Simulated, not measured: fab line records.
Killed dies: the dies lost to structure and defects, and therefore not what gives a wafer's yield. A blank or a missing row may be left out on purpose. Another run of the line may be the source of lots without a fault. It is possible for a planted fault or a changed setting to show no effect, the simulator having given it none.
Code-filled problem report in 8D (eight disciplines) form / flow gf180mcu / the parts of the form that need people (team, actions taken, sign-off) are left out

== 1. WHAT IS WRONG ==
run length s at GF_M5_METAL_ETCH_10 reads a mean of 126.5 s on 6 wafers of 2 lots; wafers without a fault read 133.0 s with a standard deviation of 0.64. That is -10 standard deviations from the usual mean.
The step: etches the open film in Cl2/BCl3, stops on SiO2, target depth 627.5 nm, time 104.6 s.
Earliest sighting: wafer L338.1 on rie metal-04 at day 30 17:06. The record holds 42 wafers of 14 lots with a number at this step. Rule for "out", or "out of limits": more than 4 standard deviations from the usual mean. Any other wafer with a number is counted as sound.

== 2. WHAT IT IS AND WHAT IT IS NOT ==
question=which readings at this step | is=run length s | is not=drypump motor current A
question=which lots | is=L338, L342 | is not=L324, L326, L327, L328, L329, L330, L331, L332, L333, L335, L343, L344
question=which wafers of those lots | is=all that have a number | is not=-
question=read on which tools | is=rie metal-04 | is not=rie metal-01, rie metal-03
question=when | is=from day 30 17:06 | is not=up to then (30 sound wafers); but 6 sound wafers of L343, L344 came after

== 3. WHAT RULES OUT EACH SUSPECT ==
Counting: a tool at any process step up to the reading remains a suspect when it ran all the lots that are out and ran no sound lot after the first of those.
- pecvd-01 at GF_V2_CVD_02 (deposits SiO2 from TEOS, target thk 850 nm, time 94.851 s): ruled out as a lasting fault. The sound lots L343 went through it after L338, its earliest lot that is out (day 24 11:29).
- rie metal-04 at GF_M5_METAL_ETCH_10 (etches the open film in Cl2/BCl3, stops on SiO2, target depth 627.5 nm, time 104.6 s): kept. It ran every lot that is out, first L338 (day 30 17:06), and no sound lot after that; its last sound lot up to then is L335 (day 29 23:50). Out on those wafers are its own readings of run length s.
The count leaves rie metal-04 at GF_M5_METAL_ETCH_10.

== 4. THE CAUSE (what the simulator had put in) ==
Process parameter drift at GF_M5_METAL_ETCH_10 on rie metal-04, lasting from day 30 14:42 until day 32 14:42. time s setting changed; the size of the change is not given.
This tool alone remained once counting was done.

== 5. THE EFFECT CHAIN, in route order ==
Each row: a reading where the mean over the struck wafers with a number is more than 3 standard deviations away from the usual. Only readings whose record carries a usual standard deviation are examined. hours: median over the lots of the time between each lot's start at the first step of this table that gives one and its start at this step. sigmas: the change, counted in usual standard deviations.
hours=0; step=GF_M5_METAL_ETCH_10; reading=oes product au; usual=0.971 a.u.; on struck wafers=1.008; change=+0.037; sigmas=+5.3
hours=0; step=GF_M5_METAL_ETCH_10; reading=run length s; usual=133.0 s; on struck wafers=126.5; change=-6.5; sigmas=-10
hours=0; step=GF_M5_METAL_ETCH_10; reading=throttle valve pct; usual=28.250 %; on struck wafers=28.212; change=-0.038; sigmas=-3.4
It contains these process steps:
- GF_M5_METAL_ETCH_10: etches the open film in Cl2/BCl3, stops on SiO2, target depth 627.5 nm, time 104.6 s.
At these later measuring or inspecting steps, every struck wafer for which the step has a row has a number for every such reading, and none has moved that far: GF_TOP_METAL_OVL_MEAS_15.

== 6. WHAT WOULD HAVE CAUGHT IT SOONER ==
The fault began at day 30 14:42; the first out-of-limits reading in this record came at day 30 17:06, 2 hours later.
